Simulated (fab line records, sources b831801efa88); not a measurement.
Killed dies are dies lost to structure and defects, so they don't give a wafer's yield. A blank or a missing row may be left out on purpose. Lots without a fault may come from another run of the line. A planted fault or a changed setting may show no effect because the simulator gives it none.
One fault seen from 2 desks | flow gf180mcu | each desk has only its own numbers; what lay behind them comes last

THE METROLOGY DESK
What the gauges read, lot by lot, whatever tool the lot ran on: means of the sampled wafers that have a number. A lot is out of limits, marked OUT, if its mean lies more than 4 standard deviations from the usual mean; the brackets give that distance.
Columns: A = cd_nm at GF_HV_LDD_CD_MEAS_31, usual 399.8 nm; B = HV_LDD_03_OVL at GF_HV_LDD_OVL_MEAS_47, usual -0.4 nm; C = HV_LDD_4_TW at GF_HV_LDD_TW_MEAS_50, usual 573
lot  | first seen here | A     | B    | C
L136 | day 11 13:34    | 403.0 | -1.3 | 578
L137 | day 11 21:51    | 399.8 | -1.8 | 574
L143 | day 13 16:46    | 398.1 | -0.3 | 570
L146 | day 14 19:36    | 401.2 | 0.8  | 572
L147 | day 15 03:37    | 401.5 | -0.9 | 578
L148 | day 15 15:43    | 397.2 | -1.4 | 569
L149 | day 15 17:31    | 397.7 | -0.8 | 580
L150 | day 16 02:25    | 401.7 | -2.1 | 579
L151 | day 16 07:22    | 401.9 | -0.7 | 573
L154 | day 17 08:28    | 395.1 | 1.6  | 571
L155 | day 17 20:14    | 396.7 | -1.4 | 581
L156 | day 18 04:43    | 399.4 | -0.7 | 565
L157 | day 18 09:19    | 400.7 | 0.8  | 565
L158 | day 18 15:22    | 399.9 | -2.3 | 567
This desk's finding: nothing out of limits on any of the 14 lots.

THE TOOL OWNER'S DESK: litho_track-02
The tool's own readings at GF_HV_LDD_COAT_41 (resist thk 1000 nm): means of the sampled wafers that have a number, for each lot that ran on this tool. A lot is out of limits, marked OUT, if its mean lies more than 4 standard deviations from the usual mean; the brackets give that distance.
Columns: A = chill_plate_temp_C at GF_HV_LDD_COAT_41, usual 23.02 C
lot  | first seen here | A
L137 | day 12 08:19    | 23.00
L143 | day 14 03:31    | 23.09
L146 | day 15 07:22    | 22.99
L147 | day 15 14:10    | 23.05
L157 | day 18 21:22    | 23.11
L158 | day 19 03:55    | 23.10
This desk's finding: nothing out of limits on any of the 6 lots.

PUT TOGETHER
The metrology desk saw nothing out of limits.
The tool owner's desk saw nothing out of limits.

WHAT THE SIMULATOR HAD PUT IN
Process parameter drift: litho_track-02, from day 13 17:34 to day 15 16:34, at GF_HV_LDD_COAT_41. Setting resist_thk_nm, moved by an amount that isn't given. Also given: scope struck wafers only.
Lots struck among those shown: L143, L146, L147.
